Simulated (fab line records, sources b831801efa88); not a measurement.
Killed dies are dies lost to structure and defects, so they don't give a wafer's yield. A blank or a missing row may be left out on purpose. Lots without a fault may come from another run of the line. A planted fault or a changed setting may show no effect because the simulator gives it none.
Which tool did it? | flow gf180mcu | 7 lots, 21 wafers sampled, at 2 steps of a route of 602

WHAT THE GAUGES READ, wafer by wafer
GF_V1_THK_MEAS_01.
lot  | measured     | on            | V1_CVD_00_THK (nm)
L572 | day 17 06:11 | film_metro-03 | 604 600 601
L574 | day 18 11:16 | film_metro-04 | 605 605 605
L584 | day 22 04:47 | film_metro-03 | 598 596 602
L588 | day 23 04:13 | film_metro-03 | 600 599 606
L590 | day 24 01:23 | film_metro-03 | 602 607 603
L592 | day 24 13:33 | film_metro-02 | 603 604 603
L594 | day 25 07:33 | film_metro-02 | 598 605 598

WHICH TOOL RAN EACH LOT (tool, then ch and the chambers of the sampled wafers, then the start)
lot  | GF_M1_SPUTTER_03
L572 | pvd_sputter-01, day 16 07:18
L574 | pvd_sputter-02, day 17 10:29
L584 | pvd_sputter-04, day 21 04:29
L588 | pvd_sputter-02, day 22 04:05
L590 | pvd_sputter-04, day 23 01:58
L592 | pvd_sputter-04, day 23 14:11
L594 | pvd_sputter-04, day 24 08:52
- GF_M1_SPUTTER_03: material Ti, target thk 10 nm, time 6.7 s.

THE ANSWER, worked out from the rows above alone
Rule: what is usual is taken from the lots themselves. Put in order of their means at a reading, lots are off if they are a third of the lots or fewer, leave a main group of 4 or more, and stand apart from it by a gap of 3 or more times the standard deviation of the main group's means; of several such gaps the widest counts. A main group whose means are all the same, to the digits that the tables above print for the reading, isn't used. A lot without any number at a reading at which 4 lots or more have one is off too. The other lots that the step has rows for count as sound.
No lot is off at any reading shown: from this, nothing can be told.

WHAT THE SIMULATOR HAD PUT IN
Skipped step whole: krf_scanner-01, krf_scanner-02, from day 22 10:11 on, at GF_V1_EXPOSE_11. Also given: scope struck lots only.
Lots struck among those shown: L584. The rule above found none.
